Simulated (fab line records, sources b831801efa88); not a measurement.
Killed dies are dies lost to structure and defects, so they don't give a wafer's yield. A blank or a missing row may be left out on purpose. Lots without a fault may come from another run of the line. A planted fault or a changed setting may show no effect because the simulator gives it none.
fab line records | flow sky130
record lots=7 wafers=21 last_day=47
route steps=708 shown LDD_P@263 LDD_HVN@267 LDD_HVP@278 PAD_OPEN@708
lots that met no fault: from a run of the same line without faults
start_h: hours from the record's first day to the start of the lot's first wafer shown | wait_h: hours since the lot's step before | " the same as in the row above | L1.1+2: a row that stands for several wafers | - no value, or no start given | * or withheld: withheld | < > ~ a bound
route shown NAME@n: a module of which the file shows steps, and the number in the route of the first | usual: mean/standard deviation of fault-free wafers | same: alike in all rows | chamber/n: place in a boat | sites: the reading at each site | _std_site: their standard deviation | _edge_site: outer sites' mean less inner sites' | radius_mm: how far each site lies from the wafer's centre | mask NAME#n: copy n | behind: the tool/chamber that last shaped the wafer | hold: why the lot was held/for how many hours/how that ended | device: the transistor (n, p or np) that didn't switch | end of line: the same wafers' tests at the end of the route | a step without rows: its recipe alone | killed: dies lost to structure and defects at the first sort, not the wafer's yield | map: a wafer's dies, x killed, . not, _ none there
set.NAME: the setting as run; set.NAME@STEP: as run at that earlier step | model.NAME: the simulator's own value behind a step, which no gauge read
lots at some steps of the route; a table a step, a row a wafer
services: from which hour (start_h, from the record's first day; less than 0 if before it) a tool's chamber was out of use, for how many hours, and why
## steps
# step SKY_LDD_P_OVL_MEAS_08
# usual LDD_P_OVL=0.1/1.3
# columns lot.wafer tool chamber start_h wait_h LDD_P_OVL[nm]
L865.1 overlay-01 - 424.92 0.1 -0.5
L865.2 " - " " 0.1
L865.5 " - " " -0.1
L868.3 overlay-01 - 461.77 0.1 1.6
L868.5 " - " " 3.1
L868.6 " - " " 2.1
L869.1 overlay-02 - 472.16 0.1 1.6
L869.3 " - " " 1.0
L869.6 " - " " 1.4
L872.2 overlay-02 - 509.08 0.1 0.5
L872.4 " - " " 1.9
L872.5 " - " " 1.3
L875.1 overlay-02 - 522.16 0.1 0.3
L875.5 " - " " 0.0
L875.6 " - " " -1.4
L876.2 overlay-01 - 532.98 0.1 1.7
L876.5 " - " " 0.7
L876.6 " - " " 2.1
L877.1 overlay-02 - 537.97 0.1 0.6
L877.4 " - " " -0.4
L877.6 " - " " -1.2
# step SKY_LDD_P_IMPLANT_09
# recipe species=BF2 energy_kev=25 dose_cm2=1e+13 tilt_deg=withheld
# step SKY_LDD_P_STRIP_10
# recipe chemistry=O2/N2 power_w=1400 pressure_mtorr=1500 platen_temp_c=withheld o2_flow_sccm=3000 n2_flow_sccm=300 overash_fraction=0.5
# usual chamber_pressure_mTorr=1499.9/1.6 drypump_motor_current_A=5.9/0.3 oes_product_au=0.716/0.0044 strip_time_to_endpoint_s=14.19/0.039
# columns lot.wafer tool chamber start_h wait_h chamber_pressure_mTorr drypump_motor_current_A oes_product_au rf_hours_counter_h strip_time_to_endpoint_s
L865.1 plasma_asher-02 1 425.11 0.1 1499.2 6.1 0.718 31 14.21
L865.2 " 0 " " 1500.6 5.8 0.714 31 14.22
L865.5 " 1 " " 1500.1 6.1 0.709 - 14.20
L868.3 plasma_asher-03 1 461.98 0.1 1501.0 6.3 0.720 - 14.21
L868.5 " 0 " " 1499.0 5.6 0.717 - 14.18
L868.6 " 1 " " 1501.3 6.3 0.724 - 14.16
L869.1 plasma_asher-01 0 472.34 0.1 1497.4 6.2 0.713 64 14.26
L869.3 " 0 " " 1499.9 6.2 0.710 - 14.25
L869.6 " 1 " " 1499.3 5.6 0.717 - 14.21
L872.2 plasma_asher-03 0 509.26 0.1 1504.2 5.5 0.709 81 14.21
L872.4 " 1 " " 1500.6 6.3 0.721 - 14.12
L872.5 " 1 " " 1497.1 6.3 0.717 - 14.10
L875.1 plasma_asher-01 0 522.34 0.1 1498.9 6.2 0.718 70 14.23
L875.5 " 1 " " 1501.0 5.5 0.722 - 14.26
L875.6 " 0 " " 1498.6 6.2 0.717 - 14.20
L876.2 plasma_asher-02 0 533.16 0.1 1500.1 5.8 0.721 42 14.25
L876.5 " 0 " " 1503.0 5.8 0.712 - 14.27
L876.6 " 1 " " 1500.0 6.1 0.725 - 14.23
L877.1 plasma_asher-02 1 538.16 0.1 1498.0 6.1 0.702 42 14.30
L877.4 " 1 " " 1501.6 6.1 0.710 - 14.20
L877.6 " 0 " " 1500.1 5.8 0.718 - 14.26
# step SKY_LDD_P_TW_MEAS_11
# usual LDD_P_TW=637/4.2
# columns lot.wafer tool chamber start_h wait_h LDD_P_TW
L865.1 film_metro-02 - 425.21 0.1 636
L865.2 " - " " 635
L865.5 " - " " 639
L868.3 film_metro-04 - 462.07 0.1 637
L868.5 " - " " 640
L868.6 " - " " 639
L869.1 film_metro-04 - 472.44 0.1 640
L869.3 " - " " 640
L869.6 " - " " 635
L872.2 film_metro-02 - 509.37 0.1 632
L872.4 " - " " 631
L872.5 " - " " 633
L875.1 film_metro-02 - 522.44 0.1 635
L875.5 " - " " 633
L875.6 " - " " 634
L876.2 film_metro-03 - 533.27 0.1 632
L876.5 " - " " 633
L876.6 " - " " 632
L877.1 film_metro-04 - 538.26 0.1 643
L877.4 " - " " 645
L877.6 " - " " 645
# step SKY_LDD_HVN_DEHYDRATE_00
# recipe temp_c=200 time_s=60
# step SKY_LDD_HVN_HMDS_01
# recipe prime_time_s=60 prime_temp_c=120
# step SKY_LDD_HVN_COAT_02
# recipe resist=NOVOLAK spin_rpm=2936 resist_thk_nm=300
# step SKY_LDD_HVN_SOFTBAKE_03
# recipe temp_c=90 time_s=60 resist=NOVOLAK
# step SKY_LDD_HVN_EXPOSE_04
# recipe mask_id=HVNTM na=0.6 source_shape=conventional sigma_outer=0.6 polarization=unpolarized target_cd_nm=700 dose_mj=127
# step SKY_LDD_HVN_PEB_05
# recipe temp_c=withheld time_s=* resist=NOVOLAK
# step SKY_LDD_HVN_DEVELOP_06
# recipe resist=NOVOLAK developer=TMAH develop_time_s=60 dev_temp_c=23
# step SKY_LDD_HVN_OVL_MEAS_07
# usual LDD_HVN_OVL=0.2/1.4
# columns lot.wafer tool chamber start_h wait_h LDD_HVN_OVL[nm]
L865.1 overlay-02 - 455.69 0.1 0.4
L865.2 " - " " -1.8
L865.5 " - " " 0.1
L868.3 overlay-01 - 492.80 0.1 1.0
L868.5 " - " " 0.2
L868.6 " - " " -0.5
L869.1 overlay-02 - 502.92 0.1 1.1
L869.3 " - " " -0.6
L869.6 " - " " 0.5
L872.2 overlay-01 - 540.16 0.1 -0.3
L872.4 " - " " 0.0
L872.5 " - " " -0.7
L875.1 overlay-02 - 552.82 0.1 1.4
L875.5 " - " " 1.3
L875.6 " - " " -0.1
L876.2 overlay-02 - 562.78 0.1 -0.7
L876.5 " - " " -2.0
L876.6 " - " " -4.2
L877.1 overlay-02 - 567.17 0.1 0.7
L877.4 " - " " 1.2
L877.6 " - " " 0.4
# step SKY_LDD_HVN_IMPLANT_08
# recipe species=P energy_kev=60 dose_cm2=3e+13 tilt_deg=40
# usual implant_ion_amu=31/0
# columns lot.wafer tool chamber start_h wait_h implant_ion_amu model.implant.rp_nm model.implant.drp_nm
L865.1 implanter-01 0 455.72 0.0 31 55.73 28.15
L865.2 " 0 " " 31 55.73 28.15
L865.5 " 0 " " 31 55.73 28.15
L868.3 implanter-01 0 492.87 0.1 31 56.68 28.15
L868.5 " 0 " " 31 56.68 28.15
L868.6 " 0 " " 31 56.68 28.15
L869.1 implanter-02 0 502.96 0.0 31 55.41 28.15
L869.3 " 0 " " 31 55.41 28.15
L869.6 " 0 " " 31 55.41 28.15
L872.2 implanter-01 0 540.21 0.0 31 56.3 28.15
L872.4 " 0 " " 31 56.3 28.15
L872.5 " 0 " " 31 56.3 28.15
L875.1 implanter-03 0 552.86 0.0 75 29.19 14.61
L875.5 " 0 " " 75 29.19 14.61
L875.6 " 0 " " 75 29.19 14.61
L876.2 implanter-01 0 562.83 0.0 75 28.52 14.61
L876.5 " 0 " " 75 28.52 14.61
L876.6 " 0 " " 75 28.52 14.61
L877.1 implanter-01 0 567.21 0.0 75 29.58 14.61
L877.4 " 0 " " 75 29.58 14.61
L877.6 " 0 " " 75 29.58 14.61
# step SKY_LDD_HVN_STRIP_09
# recipe chemistry=O2/N2 power_w=1400 pressure_mtorr=1500 platen_temp_c=withheld o2_flow_sccm=3000 n2_flow_sccm=300 overash_fraction=0.5
# usual chamber_pressure_mTorr=1499.9/1.4 drypump_motor_current_A=5.8/0.45 oes_product_au=0.411/0.0046 strip_time_to_endpoint_s=4.186/0.016
# columns lot.wafer tool chamber start_h wait_h chamber_pressure_mTorr drypump_motor_current_A oes_product_au rf_hours_counter_h strip_time_to_endpoint_s
L865.1 plasma_asher-03 1 455.87 0.1 1498.9 6.4 0.410 76 4.189
L865.2 " 0 " " 1499.6 5.6 0.411 76 4.189
L865.5 " 0 " " 1500.1 5.6 0.408 - 4.188
L868.3 plasma_asher-04 0 493.01 0.1 1500.4 5.8 0.413 - 4.194
L868.5 " 1 " " 1499.9 4.9 0.410 - 4.217
L868.6 " 0 " " 1500.9 5.8 0.413 - 4.185
L869.1 plasma_asher-04 1 503.11 0.1 1499.1 4.9 0.408 7 4.202
L869.3 " 1 " " 1498.1 4.9 0.411 - 4.187
L869.6 " 1 " " 1499.4 4.9 0.410 - 4.205
L872.2 plasma_asher-03 0 540.34 0.1 1501.3 5.6 0.410 84 4.200
L872.4 " 0 " " 1499.5 5.6 0.416 - 4.181
L872.5 " 1 " " 1499.9 6.4 0.404 - 4.184
L875.1 plasma_asher-01 1 553.01 0.1 1496.6 5.6 0.403 73 4.177
L875.5 " 0 " " 1500.6 6.2 0.406 - 4.158
L875.6 " 1 " " 1501.7 5.6 0.412 - 4.176
L876.2 plasma_asher-03 0 562.96 0.1 1499.6 5.5 0.418 86 4.201
L876.5 " 0 " " 1500.6 5.5 0.402 - 4.192
L876.6 " 1 " " 1501.0 6.4 0.414 - 4.200
L877.1 plasma_asher-04 1 567.36 0.1 1498.5 4.9 0.412 14 4.199
L877.4 " 1 " " 1501.2 4.9 0.412 - 4.193
L877.6 " 0 " " 1498.1 5.8 0.408 - 4.191
# step SKY_LDD_HVN_TW_MEAS_10
# usual LDD_HVN_TW=1437/15
# columns lot.wafer tool chamber start_h wait_h LDD_HVN_TW
L865.1 film_metro-02 - 455.97 0.1 1433
L865.2 " - " " 1441
L865.5 " - " " 1439
L868.3 film_metro-04 - 493.09 0.1 1454
L868.5 " - " " 1457
L868.6 " - " " 1453
L869.1 film_metro-04 - 503.21 0.1 1458
L869.3 " - " " 1452
L869.6 " - " " 1452
L872.2 film_metro-04 - 540.45 0.1 1449
L872.4 " - " " 1456
L872.5 " - " " 1458
L875.1 film_metro-01 - 553.11 0.1 1886
L875.5 " - " " 1876
L875.6 " - " " 1885
L876.2 film_metro-02 - 563.07 0.1 1913
L876.5 " - " " 1907
L876.6 " - " " 1920
L877.1 film_metro-01 - 567.46 0.1 1900
L877.4 " - " " 1892
L877.6 " - " " 1895
# step SKY_LDD_HVP_DEHYDRATE_00
# recipe temp_c=200 time_s=60
# step SKY_PAD_OPEN_PROBE_99
# usual killed_at_M0_to_M3=45/7.9 killed_at_M4_up=2.9/1.8 killed_at_contacts=25/5.5 killed_at_front_end=16/4.4 killed_at_other=0.3/0.58 killed_dies=89/9.4 killed_open=49/6.8 killed_short=40/6.3
# same gross_dies=492 killed_at_back_side=0
# columns lot.wafer tool chamber start_h wait_h killed_at_M0_to_M3 killed_at_M4_up killed_at_contacts killed_at_front_end killed_at_other killed_dies killed_open killed_short model.etest.tip_n_5v.rs_ohm_sq model.etest.nfet_g5v0d10v5.r_on_ohm_um model.etest.nfet_g5v0d10v5.drive_ua_um model.etest.nfet_05v0_nvt.drive_ua_um model.etest.tip_n_5v.rs_ohm_sq_range model.etest.res_ndiff_hv.rs_ohm_sq model.etest.ring_5v.delay_ps model.etest.nfet_05v0_nvt.off_log10_a_um
L865.1 prober-02 - 1067.05 0.1 58 3 17 17 1 96 50 44 1389 1904 597.4 566.8 19.45 113.9 45.22 -10.92
L865.2 prober-02 - 1067.10 0.1 63 1 24 15 2 105 54 50 1377 1933 593.6 565.5 46.42 114.7 45.4 -10.71
L865.5 prober-02 - 1067.25 0.2 59 1 23 12 0 95 59 35 1395 1876 593.9 574.6 33.17 114.5 45.14 -11
L869.1 prober-02 - 1099.96 0.1 40 2 17 26 0 85 44 41 1392 1845 622.8 588.9 42.56 114.4 43.48 -11.05
L869.3 prober-02 - 1100.06 0.2 57 4 31 14 2 108 58 48 1386 1831 629.3 593.8 39.77 114.1 43.94 -11.01
L869.6 prober-02 - 1100.21 0.2 58 4 18 13 0 93 42 51 1379 1849 621.4 594.9 31.31 112.3 44.35 -10.94
L868.3 prober-01 - 1101.46 0.2 42 1 19 11 0 73 40 33 1368 1874 610.3 576.8 34.09 115.7 44.19 -10.82
L868.5 prober-01 - 1101.56 0.2 40 1 22 10 0 73 39 34 1363 1891 598.3 576 40.23 115.8 44.7 -10.8
L868.6 prober-01 - 1101.61 0.2 48 4 24 18 1 95 58 37 1356 1900 605.6 575.2 45.28 116.1 44.01 -10.87
L872.2 prober-02 - 1123.20 0.1 60 4 22 14 0 100 54 46 1362 1842 616.3 586.1 26.03 113 43.47 -10.71
L872.4 prober-02 - 1123.30 0.2 44 5 25 19 1 94 51 43 1367 1843 616.6 588.7 18.48 112.7 43.67 -10.71
L872.5 prober-02 - 1123.35 0.2 43 3 25 16 0 87 47 40 1358 1860 617.6 586.4 30.69 112.6 43.72 -10.69
L875.1 prober-02 - 1130.80 0.1 46 6 23 20 0 95 51 44 1761 2021 562 552 28.41 114.8 47.06 -11.25
L875.5 prober-02 - 1131.00 0.2 40 2 24 18 0 84 51 29 1760 1998 566 556.2 20.35 115.1 46.39 -11.4
L875.6 prober-02 - 1131.05 0.2 42 5 29 12 0 88 45 42 1758 2022 566.6 549.7 62.65 114.7 46.27 -11.35
L876.2 prober-02 - 1137.81 0.1 28 3 27 13 1 72 39 33 1772 1994 559.5 549.5 32.53 119.1 45.32 -11.36
L876.5 prober-02 - 1137.96 0.2 52 4 21 7 0 84 46 38 1755 2012 558.3 551 44.48 118.7 46.15 -11.31
L876.6 prober-02 - 1138.01 0.2 33 4 18 21 2 78 41 37 1762 2005 559.8 547.3 36.53 119.1 45.64 -11.15
L877.1 prober-02 - 1139.26 0.1 45 1 21 16 0 83 48 34 1763 2014 560.4 546.2 36.27 116.2 46.19 -11.16
L877.4 prober-02 - 1139.41 0.2 42 2 27 17 1 89 52 37 1772 1967 568.6 551.7 59.5 116.3 45.77 -11.28
L877.6 prober-02 - 1139.51 0.2 48 5 19 14 1 87 42 45 1777 2016 555.4 541.3 30.23 117.4 45.99 -11.34
# killed by level:class
L865.1 VIA1:geometric_particle:open=14 VIA3:geometric_particle:open=12 METAL2:geometric_particle:short=8 CONTACT:geometric_particle:open=6 VIA1:geometric_particle:short=6 METAL3:geometric_particle:short=5 LI_CONTACT:geometric_particle:open=4 CONTACT:geometric_particle:short=4
L865.2 VIA1:geometric_particle:open=18 VIA2:geometric_particle:open=10 VIA1:geometric_particle:short=9 CONTACT:geometric_particle:open=7 METAL1:geometric_particle:short=6 METAL2:geometric_particle:short=5 LI_CONTACT:geometric_particle:open=5 LOCAL_INTERCONNECT:geometric_particle:short=5
L865.5 VIA1:geometric_particle:open=13 VIA2:geometric_particle:open=11 METAL2:geometric_particle:short=10 LI_CONTACT:geometric_particle:open=7 CONTACT:geometric_particle:open=6 LOCAL_INTERCONNECT:geometric_particle:short=5 METAL1:geometric_particle:short=5 METAL2:geometric_particle:open=5
L869.1 VIA2:geometric_particle:open=10 POLY_GATE:geometric_particle:short=6 POLY_GATE:geometric_particle:open=6 CONTACT:geometric_particle:open=6 METAL1:geometric_particle:short=6 VIA3:geometric_particle:open=5 METAL2:geometric_particle:short=5 SPACER:geometric_particle:open=4
L869.3 VIA1:geometric_particle:open=16 CONTACT:geometric_particle:open=13 METAL2:geometric_particle:short=8 LI_CONTACT:geometric_particle:open=7 LOCAL_INTERCONNECT:geometric_particle:short=6 VIA2:geometric_particle:open=6 VIA3:geometric_particle:open=6 VIA1:geometric_particle:short=6
L869.6 VIA1:geometric_particle:open=12 VIA2:geometric_particle:open=10 METAL2:geometric_particle:short=8 LOCAL_INTERCONNECT:geometric_particle:short=7 CONTACT:geometric_particle:open=6 VIA1:geometric_particle:short=6 METAL1:geometric_particle:short=5 VIA2:geometric_particle:short=5
L868.3 CONTACT:geometric_particle:open=9 METAL1:geometric_particle:short=8 VIA1:geometric_particle:open=8 VIA3:geometric_particle:open=6 METAL3:geometric_particle:short=5 LI_CONTACT:geometric_particle:open=5 METAL2:geometric_particle:short=4 FIELD_ISO:geometric_particle:short=3
L868.5 LOCAL_INTERCONNECT:geometric_particle:short=8 VIA1:geometric_particle:open=8 CONTACT:geometric_particle:open=7 VIA3:geometric_particle:open=7 METAL1:geometric_particle:short=6 VIA2:geometric_particle:open=6 LI_CONTACT:geometric_particle:open=4 METAL2:geometric_particle:short=4
L868.6 VIA2:geometric_particle:open=14 CONTACT:geometric_particle:open=11 LI_CONTACT:geometric_particle:open=8 VIA1:geometric_particle:open=8 VIA3:geometric_particle:open=7 METAL2:geometric_particle:short=6 VIA1:geometric_particle:short=5 FIELD_ISO:geometric_particle:open=4
L872.2 VIA1:geometric_particle:open=14 VIA2:geometric_particle:open=10 CONTACT:geometric_particle:open=9 METAL2:geometric_particle:short=9 VIA1:geometric_particle:short=8 CONTACT:geometric_particle:short=7 VIA3:geometric_particle:open=6 POLY_GATE:geometric_particle:open=5
L872.4 VIA1:geometric_particle:open=10 CONTACT:geometric_particle:open=8 VIA3:geometric_particle:open=8 LI_CONTACT:geometric_particle:open=6 VIA2:geometric_particle:open=6 VIA1:geometric_particle:short=5 FIELD_ISO:geometric_particle:short=4 LOCAL_INTERCONNECT:geometric_particle:short=4
L872.5 VIA1:geometric_particle:open=14 CONTACT:geometric_particle:open=11 CONTACT:geometric_particle:short=7 METAL2:geometric_particle:short=5 METAL1:geometric_particle:short=5 POLY_GATE:geometric_particle:short=4 LI_CONTACT:geometric_particle:open=4 POLY_GATE:geometric_particle:open=3
L875.1 VIA1:geometric_particle:open=14 CONTACT:geometric_particle:open=9 LI_CONTACT:geometric_particle:open=6 METAL1:geometric_particle:short=6 METAL2:geometric_particle:short=6 FIELD_ISO:geometric_particle:short=5 VIA2:geometric_particle:open=5 LI_CONTACT:geometric_particle:short=4
L875.5 CONTACT:geometric_particle:open=10 VIA1:geometric_particle:open=8 LI_CONTACT:geometric_particle:open=7 VIA2:geometric_particle:open=6 VIA3:geometric_particle:open=6 SPACER:geometric_particle:open=5 METAL1:geometric_particle:short=5 METAL2:geometric_particle:short=5
L875.6 CONTACT:geometric_particle:open=11 VIA1:geometric_particle:open=9 METAL2:geometric_particle:short=7 LI_CONTACT:geometric_particle:open=6 VIA2:geometric_particle:open=5 METAL1:geometric_particle:short=4 LI_CONTACT:geometric_particle:short=4 LOCAL_INTERCONNECT:geometric_particle:short=4
L876.2 CONTACT:geometric_particle:open=11 LI_CONTACT:geometric_particle:open=8 VIA1:geometric_particle:open=6 METAL1:geometric_particle:short=5 VIA2:geometric_particle:open=4 VIA1:geometric_particle:short=4 POLY_CUT:geometric_particle:open=3 LI_CONTACT:geometric_particle:short=3
L876.5 LI_CONTACT:geometric_particle:open=12 VIA2:geometric_particle:open=10 VIA1:geometric_particle:open=8 METAL2:geometric_particle:short=8 VIA1:geometric_particle:short=7 METAL3:geometric_particle:short=5 VIA3:geometric_particle:open=5 LI_CONTACT:geometric_particle:short=3
L876.6 VIA1:geometric_particle:open=11 FIELD_ISO:geometric_particle:open=7 LI_CONTACT:geometric_particle:open=7 VIA1:geometric_particle:short=5 LOCAL_INTERCONNECT:geometric_particle:short=4 METAL2:geometric_particle:short=4 FIELD_ISO:geometric_particle:short=3 SONOS_ONO:geometric_particle:short=3
L877.1 VIA1:geometric_particle:open=11 METAL2:geometric_particle:short=10 CONTACT:geometric_particle:open=9 LI_CONTACT:geometric_particle:open=7 VIA3:geometric_particle:open=6 POLY_GATE:geometric_particle:short=4 VIA2:geometric_particle:open=4 VIA1:geometric_particle:short=4
L877.4 VIA1:geometric_particle:open=11 LI_CONTACT:geometric_particle:open=9 CONTACT:geometric_particle:open=7 FIELD_ISO:geometric_particle:open=5 CONTACT:geometric_particle:short=5 VIA2:geometric_particle:short=5 VIA2:geometric_particle:open=4 POLY_GATE:geometric_particle:short=4
L877.6 VIA3:geometric_particle:open=10 CONTACT:geometric_particle:open=8 METAL1:geometric_particle:short=8 VIA1:geometric_particle:open=8 VIA1:geometric_particle:short=7 FIELD_ISO:geometric_particle:short=6 METAL2:geometric_particle:short=5 VIA2:geometric_particle:open=5
## services
# columns tool chamber start_h hours kind
plasma_asher-04 - 405.52 1.9 repair
implanter-03 - 409.46 4.0 pm
plasma_asher-04 - 421.25 9.0 pm
plasma_asher-04 0 421.25 9.0 vent_cycle
plasma_asher-04 1 421.25 9.0 vent_cycle
plasma_asher-04 0 430.25 - clean
plasma_asher-04 1 430.25 - clean
implanter-01 - 444.01 6.0 pm
implanter-02 - 468.57 0.7 repair
implanter-02 - 471.49 1.8 repair
implanter-02 - 477.86 2.5 repair
implanter-02 - 484.50 8.6 pm
plasma_asher-03 - 492.14 4.3 pm
implanter-03 - 493.01 23.5 repair
plasma_asher-03 - 497.83 2.8 pm
implanter-02 - 530.38 2.9 repair
implanter-03 - 542.19 2.0 repair
## key
first_sign step=SKY_LDD_HVN_IMPLANT_08 reading=implant_ion_amu direction=up sigmas=99+ usual=31 struck=75
effect step=SKY_LDD_HVN_TW_MEAS_10 reading=LDD_HVN_TW direction=up sigmas=31 usual=1437 struck=1897
model_effect step=SKY_LDD_HVN_IMPLANT_08 value=implant.rp_nm without=56.79 struck=29.1
model_effect step=SKY_PAD_OPEN_PROBE_99 value=etest.tip_n_5v.rs_ohm_sq without=1382 struck=1764
met_at SKY_LDD_HVN_IMPLANT_08
struck_wafers L875.1,L875.5,L875.6,L876.2,L876.5,L876.6,L877.1,L877.4,L877.6
tester_left_out L875,L876,L877
onset_between 540.21 552.86
fault kind=wrong_recipe_download tool=implanter-01,implanter-02,implanter-03 chamber=- onset_h=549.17 steps=SKY_LDD_HVN_IMPLANT_08 wrong_recipe.not_listed=1
# tester_left_out: of these lots the tester's yield and bins aren't shown, on N5 and GAA mostly nor the transistor test; their killed dies are dies lost to structure and defects alone, not to doping, threshold or leakage, so they don't give the yield
